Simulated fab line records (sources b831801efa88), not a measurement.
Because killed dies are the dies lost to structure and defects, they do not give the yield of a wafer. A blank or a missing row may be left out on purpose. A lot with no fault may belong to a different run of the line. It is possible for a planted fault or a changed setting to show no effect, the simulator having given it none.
The tool behind it: which one? :: flow sfqLine :: 39 wafers from 13 lots sampled at 3 of the route's 325 steps

## WHAT THE GAUGES READ, wafer by wafer
The record holds no reading of a measuring or inspecting step that can be judged against a usual standard deviation.

## TOOL THAT RAN EACH LOT (tool first, then ch and the chambers of the sampled wafers, then the start)
lot: L559
SFQ_TRILAYER_I2_CMP_CMP_064: cmp-01 ch 0,2,3, day 24 01:22
SFQ_TRILAYER_I2_METRO_MEASURE_065: filmMetro-01, day 24 04:41
SFQ_TRILAYER_I2_VIA_ETCH_VIA_ETCH_070: rieDiel-03 ch 0,1,2, day 30 09:20

lot: L560
SFQ_TRILAYER_I2_CMP_CMP_064: cmp-01 ch 0,1, day 24 07:22
SFQ_TRILAYER_I2_METRO_MEASURE_065: filmMetro-01, day 24 10:53
SFQ_TRILAYER_I2_VIA_ETCH_VIA_ETCH_070: rieDiel-01 ch 0,3, day 30 11:44

lot: L561
SFQ_TRILAYER_I2_CMP_CMP_064: cmp-01 ch 0,1,3, day 24 16:22
SFQ_TRILAYER_I2_METRO_MEASURE_065: filmMetro-01, day 24 19:29
SFQ_TRILAYER_I2_VIA_ETCH_VIA_ETCH_070: rieDiel-02 ch 1,2,3, day 30 15:20

lot: L564
SFQ_TRILAYER_I2_CMP_CMP_064: cmp-02 ch 0,3, day 33 08:08
SFQ_TRILAYER_I2_METRO_MEASURE_065: filmMetro-03, day 33 11:28
SFQ_TRILAYER_I2_VIA_ETCH_VIA_ETCH_070: rieDiel-01 ch 2,3, day 33 14:47

lot: L565
SFQ_TRILAYER_I2_CMP_CMP_064: cmp-02 ch 2,3, day 33 14:08
SFQ_TRILAYER_I2_METRO_MEASURE_065: filmMetro-03, day 33 17:16
SFQ_TRILAYER_I2_VIA_ETCH_VIA_ETCH_070: rieDiel-03 ch 1,2, day 33 21:54

lot: L566
SFQ_TRILAYER_I2_CMP_CMP_064: cmp-01 ch 0,3, day 33 14:30
SFQ_TRILAYER_I2_METRO_MEASURE_065: filmMetro-02, day 33 17:37
SFQ_TRILAYER_I2_VIA_ETCH_VIA_ETCH_070: rieDiel-01 ch 0,1,3, day 38 21:01

lot: L568
SFQ_TRILAYER_I2_CMP_CMP_064: cmp-02 ch 1,3, day 33 20:08
SFQ_TRILAYER_I2_METRO_MEASURE_065: filmMetro-03, day 33 23:28
SFQ_TRILAYER_I2_VIA_ETCH_VIA_ETCH_070: rieDiel-03 ch 0,2,3, day 39 07:49

lot: L569
SFQ_TRILAYER_I2_CMP_CMP_064: cmp-01 ch 0,2, day 33 21:00
SFQ_TRILAYER_I2_METRO_MEASURE_065: filmMetro-01, day 33 23:37
SFQ_TRILAYER_I2_VIA_ETCH_VIA_ETCH_070: rieDiel-02 ch 0,1,2, day 39 10:13

lot: L571
SFQ_TRILAYER_I2_CMP_CMP_064: cmp-01 ch 0,3, day 34 03:00
SFQ_TRILAYER_I2_METRO_MEASURE_065: filmMetro-02, day 34 05:37
SFQ_TRILAYER_I2_VIA_ETCH_VIA_ETCH_070: rieDiel-02 ch 1,2,3, day 39 18:57

lot: L573
SFQ_TRILAYER_I2_CMP_CMP_064: cmp-01 ch 0,1,2, day 34 16:00
SFQ_TRILAYER_I2_METRO_MEASURE_065: filmMetro-02, day 34 17:49
SFQ_TRILAYER_I2_VIA_ETCH_VIA_ETCH_070: rieDiel-02 ch 0,1, day 40 10:33

lot: L577
SFQ_TRILAYER_I2_CMP_CMP_064: cmp-02 ch 0,1,3, day 35 15:08
SFQ_TRILAYER_I2_METRO_MEASURE_065: filmMetro-02, day 35 17:16
SFQ_TRILAYER_I2_VIA_ETCH_VIA_ETCH_070: rieDiel-02 ch 1,3, day 41 17:52

lot: L579
SFQ_TRILAYER_I2_CMP_CMP_064: cmp-02 ch 0,1,3, day 35 23:24
SFQ_TRILAYER_I2_METRO_MEASURE_065: filmMetro-02, day 36 02:01
SFQ_TRILAYER_I2_VIA_ETCH_VIA_ETCH_070: rieDiel-01 ch 1,2, day 42 08:16

lot: L580
SFQ_TRILAYER_I2_CMP_CMP_064: cmp-02 ch 0,1,3, day 36 05:54
SFQ_TRILAYER_I2_METRO_MEASURE_065: filmMetro-01, day 36 08:01
SFQ_TRILAYER_I2_VIA_ETCH_VIA_ETCH_070: rieDiel-03 ch 0,2,3, day 42 13:11
- SFQ_TRILAYER_I2_CMP_CMP_064: polishes SiO2.
- SFQ_TRILAYER_I2_METRO_MEASURE_065
- SFQ_TRILAYER_I2_VIA_ETCH_VIA_ETCH_070: etches SiO2 in CHF3, stops on Nb, target depth 260 nm.

## WHAT THE TOOLS THEMSELVES READ (means of the sampled wafers that have a number; where no wafer has one, the mark that the record gives instead)
SFQ_TRILAYER_I2_CMP_CMP_064.
lot: L559
tool: cmp-01
motorCurrentA (A): 10.0
timeToEndpointS (s): 208

lot: L560
tool: cmp-01
motorCurrentA (A): 9.2
timeToEndpointS (s): 220

lot: L561
tool: cmp-01
motorCurrentA (A): 9.7
timeToEndpointS (s): 212

lot: L564
tool: cmp-02
motorCurrentA (A): 11.8
timeToEndpointS (s): 222

lot: L565
tool: cmp-02
motorCurrentA (A): 10.2
timeToEndpointS (s): 213

lot: L566
tool: cmp-01
motorCurrentA (A): 9.6
timeToEndpointS (s): 215

lot: L568
tool: cmp-02
motorCurrentA (A): 12.5
timeToEndpointS (s): 210

lot: L569
tool: cmp-01
motorCurrentA (A): 9.5
timeToEndpointS (s): 212

lot: L571
tool: cmp-01
motorCurrentA (A): 9.8
timeToEndpointS (s): 208

lot: L573
tool: cmp-01
motorCurrentA (A): 9.5
timeToEndpointS (s): 233

lot: L577
tool: cmp-02
motorCurrentA (A): 11.7
timeToEndpointS (s): 226

lot: L579
tool: cmp-02
motorCurrentA (A): 11.5
timeToEndpointS (s): 212

lot: L580
tool: cmp-02
motorCurrentA (A): 12.1
timeToEndpointS (s): 215

SFQ_TRILAYER_I2_METRO_MEASURE_065.
lot: L559
tool: filmMetro-01
thkNm (nm): 199.5

lot: L560
tool: filmMetro-01
thkNm (nm): 200.7

lot: L561
tool: filmMetro-01
thkNm (nm): 200.2

lot: L564
tool: filmMetro-03
thkNm (nm): 200.3

lot: L565
tool: filmMetro-03
thkNm (nm): 199.6

lot: L566
tool: filmMetro-02
thkNm (nm): 199.7

lot: L568
tool: filmMetro-03
thkNm (nm): 199.6

lot: L569
tool: filmMetro-01
thkNm (nm): 198.6

lot: L571
tool: filmMetro-02
thkNm (nm): 200.7

lot: L573
tool: filmMetro-02
thkNm (nm): 234.7

lot: L577
tool: filmMetro-02
thkNm (nm): 199.8

lot: L579
tool: filmMetro-02
thkNm (nm): 198.8

lot: L580
tool: filmMetro-01
thkNm (nm): 200.4

SFQ_TRILAYER_I2_VIA_ETCH_VIA_ETCH_070.
lot: L559
tool: rieDiel-03
drypumpMotorCurrentA (A): 5.7
oesProductAu (a.u.): 0.853

lot: L560
tool: rieDiel-01
drypumpMotorCurrentA (A): 5.3
oesProductAu (a.u.): 0.860

lot: L561
tool: rieDiel-02
drypumpMotorCurrentA (A): 5.5
oesProductAu (a.u.): 0.861

lot: L564
tool: rieDiel-01
drypumpMotorCurrentA (A): 5.4
oesProductAu (a.u.): 0.854

lot: L565
tool: rieDiel-03
drypumpMotorCurrentA (A): 6.0
oesProductAu (a.u.): 0.855

lot: L566
tool: rieDiel-01
drypumpMotorCurrentA (A): 5.4
oesProductAu (a.u.): 0.847

lot: L568
tool: rieDiel-03
drypumpMotorCurrentA (A): 5.6
oesProductAu (a.u.): 0.857

lot: L569
tool: rieDiel-02
drypumpMotorCurrentA (A): 5.4
oesProductAu (a.u.): 0.851

lot: L571
tool: rieDiel-02
drypumpMotorCurrentA (A): 5.5
oesProductAu (a.u.): 0.855

lot: L573
tool: rieDiel-02
drypumpMotorCurrentA (A): 5.1
oesProductAu (a.u.): 0.895

lot: L577
tool: rieDiel-02
drypumpMotorCurrentA (A): 5.5
oesProductAu (a.u.): 0.853

lot: L579
tool: rieDiel-01
drypumpMotorCurrentA (A): 5.9
oesProductAu (a.u.): 0.853

lot: L580
tool: rieDiel-03
drypumpMotorCurrentA (A): 5.6
oesProductAu (a.u.): 0.856

## THE ANSWER, worked out from the rows above alone
Rule: the usual values come from the lots themselves. Put in order of their means at a reading, lots are off if they are a third of the lots or fewer, leave a main group of 4 or more, and stand apart from it by a gap of 3 or more times the standard deviation of the main group's means; of several such gaps the widest counts. Not used: any main group whose means are identical at the precision the tables above print for the reading. A lot without any number at a reading at which 4 lots or more have one is off too. All remaining lots with rows at the step are treated as sound. Order of review: gauges by route order, followed by the tools' own readings, for which a lot's mean as printed above is used. At the first step where some lot is off, the reading lying furthest off is the one used; lots without a number count as furthest.
Off, at SFQ_TRILAYER_I2_METRO_MEASURE_065 on thkNm: L573. Mean 199.8 nm and standard deviation 0.65 in the main group.
A tool fits if, at that step or a process step before it, it ran every lot that is off, and no sound lot after the first of them. One candidate fits, namely cmp-01 at SFQ_TRILAYER_I2_CMP_CMP_064. A fault onset in the window from L571 (day 34 03:00, its last sound lot) to L573 (day 34 16:00, its first lot off) fits.

## WHAT THE SIMULATOR HAD INSERTED
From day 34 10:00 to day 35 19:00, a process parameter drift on cmp-01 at SFQ_TRILAYER_I2_CMP_CMP_064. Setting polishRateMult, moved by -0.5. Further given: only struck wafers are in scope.
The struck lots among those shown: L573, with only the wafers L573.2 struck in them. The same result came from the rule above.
